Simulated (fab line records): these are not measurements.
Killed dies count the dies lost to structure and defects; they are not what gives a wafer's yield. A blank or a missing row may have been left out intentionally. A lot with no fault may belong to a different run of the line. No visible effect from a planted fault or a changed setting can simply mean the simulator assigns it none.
Code-filled problem report in 8D (eight disciplines) form / flow gf180mcu / the parts of the form that need people (team, actions taken, sign-off) are left out

1. THE PROBLEM
GF_MIM_METAL_ETCH_19, oes_product_au: mean 0.984 a.u. on 2 wafers (1 lot); fault-free wafers 0.942 a.u., standard deviation 0.0069. Relative to the usual mean, that is a shift of +6.1 standard deviations.
The step: etches the open film in Cl2/BCl3, stops on Si3N4, target depth 324.5 nm, time 54.1 s.
Seen first at day 28 16:16 on rie_metal-03, wafer L856.1. The record holds 30 wafers of 10 lots with a number at this step. By rule, "out" or "out of limits" means more than 4 standard deviations away from the usual mean. Any other wafer with a number is counted as sound.

2. WHAT IT IS; WHAT IT IS NOT
question=which readings at this step | is=oes_product_au | is not=bcl3_flow_sccm, drypump_motor_current_A
question=which lots | is=L856 | is not=L850, L851, L852, L857, L865, L868, L869, L870, L872
question=which wafers of those lots | is=L856.1, L856.6 | is not=L856.5
question=read on which tools | is=rie_metal-03 | is not=rie_metal-01, rie_metal-02
question=when | is=from day 28 16:16 | is not=up to then (10 sound wafers); but 18 sound wafers of L857, L865, L868, L869, L870, L872 came after

3. WHAT RULES OUT EACH SUSPECT
Counting: any tool at a process step up to the reading remains a suspect provided it ran every lot that is out. Sound lots after the first of them don't rule it out here, since some wafers of a struck lot are sound.
- pvd_sputter-01 at GF_MIM_SPUTTER_02 (material AlCu, target thk 450 nm, time 23.9 s): kept. The lot that is out, L856, ran on it at day 27 20:23; the last sound lot it ran before that was L852, at day 26 12:59.
- pvd_sputter-01 at GF_MIM_SPUTTER_03 (material Ti, target thk 10 nm, time 6.7 s): kept. The lot that is out, L856, ran on it at day 27 20:25; the last sound lot it ran before that was L852, at day 26 13:01.
- pvd_sputter-01 at GF_MIM_SPUTTER_04 (material TiN, target thk 50 nm, time 41.7 s): kept. The lot that is out, L856, ran on it at day 27 20:26; the last sound lot it ran before that was L852, at day 26 13:02.
- pvd_sputter-03 at GF_MIM_SPUTTER_07 (material TiN, target thk 60 nm, time 50 s): kept. The lot that is out, L856, ran on it at day 27 20:35; the last sound lot it ran before that was L852, at day 26 13:11.
- rie_metal-03 at GF_MIM_METAL_ETCH_19 (etches the open film in Cl2/BCl3, stops on Si3N4, target depth 324.5 nm, time 54.1 s): kept. It ran the lot that is out, L856 (day 28 16:16). Its own readings are out on those wafers: oes_product_au.
Left after counting: pvd_sputter-01 at GF_MIM_SPUTTER_02, pvd_sputter-01 at GF_MIM_SPUTTER_03, pvd_sputter-01 at GF_MIM_SPUTTER_04, pvd_sputter-03 at GF_MIM_SPUTTER_07, rie_metal-03 at GF_MIM_METAL_ETCH_19.

4. THE CAUSE (what the simulator had put in)
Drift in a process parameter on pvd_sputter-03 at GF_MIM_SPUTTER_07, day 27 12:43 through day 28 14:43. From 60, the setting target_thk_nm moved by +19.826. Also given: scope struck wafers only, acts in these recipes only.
5 suspects survive the count, and this tool is in that group.

5. THE CHAIN OF EFFECTS, in route order
Each row: a reading where the mean over the struck wafers with a number is more than 3 standard deviations away from the usual. Only readings whose record carries a usual standard deviation are examined. hours: median over the lots of the time between each lot's start at the first step of this table that gives one and its start at this step. sigmas: the change, counted in usual standard deviations.
hours=0; step=GF_MIM_METAL_ETCH_19; reading=oes_product_au; usual=0.942 a.u.; on struck wafers=0.984; change=+0.042; sigmas=+6.1
hours=0; step=GF_MIM_METAL_ETCH_19; reading=throttle_valve_pct; usual=28.283 %; on struck wafers=28.245; change=-0.038; sigmas=-3.5
Its process steps:
- GF_MIM_METAL_ETCH_19: etches the open film in Cl2/BCl3, stops on Si3N4, target depth 324.5 nm, time 54.1 s.

6. WHAT WOULD HAVE CAUGHT IT SOONER
In this record no reading fell out of limits until day 28 16:16, 28 hours after the fault had begun at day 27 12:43.
Of the tool readings at GF_MIM_SPUTTER_07 for which the record gives a usual standard deviation, none was out on any struck wafer, so an alarm limit of 4 standard deviations on them would not have fired.
By day 28 16:16 the whole set of lots that are out, 1 in number, had already begun GF_MIM_SPUTTER_07 on pvd_sputter-03. A hold on the tool at that time would have spared none of them.
